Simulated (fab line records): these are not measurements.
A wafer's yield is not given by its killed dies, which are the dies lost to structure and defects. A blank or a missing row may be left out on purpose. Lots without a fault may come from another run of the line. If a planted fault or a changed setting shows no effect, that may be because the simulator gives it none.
One fault through the eyes of 2 desks ; flow sky130 ; every desk sees just its own numbers, and what lay behind them comes last

AT THE METROLOGY DESK
What the gauges read, lot by lot, whatever tool the lot ran on: means of the sampled wafers that have a number. Any lot whose mean is over 4 standard deviations away from the usual mean is out of limits and marked OUT; that distance is given in the brackets.
Columns: A = VIA1_W_RS at SKY_VIA1_RS_MEAS_22, usual 0.423 ohm/sq; B = VIA1_W_THK at SKY_VIA1_THK_MEAS_23, usual 276 nm
lot;first seen here;A;B
L172;day 34 00:57;0.420;276
L181;day 36 22:23;0.423;274
L185;day 38 13:08;0.426;275
L192;day 40 08:00;0.418;277
L193;day 40 15:32;0.414;286
Finding of this desk: none of the 5 lots has anything out of limits.

THE TOOL OWNER'S DESK: pvd_sputter-04
The tool's own readings at SKY_METAL2_SPUTTER_03 (material Ti, target thk 5 nm, time 3.3 s): means of the sampled wafers that have a number, for each lot that ran on this tool. Any lot whose mean is over 4 standard deviations away from the usual mean is out of limits and marked OUT; that distance is given in the brackets.
Columns: A = throttle_valve_pct at SKY_METAL2_SPUTTER_03, usual 29.8 %
lot;first seen here;A
L181;day 36 22:55;31.0
L192;day 40 08:31;30.1
Finding of this desk: none of the 2 lots has anything out of limits.

TAKEN TOGETHER
At the metrology desk, nothing out of limits was observed.
The tool owner's desk saw nothing out of limits.

WHAT THE SIMULATOR HAD INSERTED
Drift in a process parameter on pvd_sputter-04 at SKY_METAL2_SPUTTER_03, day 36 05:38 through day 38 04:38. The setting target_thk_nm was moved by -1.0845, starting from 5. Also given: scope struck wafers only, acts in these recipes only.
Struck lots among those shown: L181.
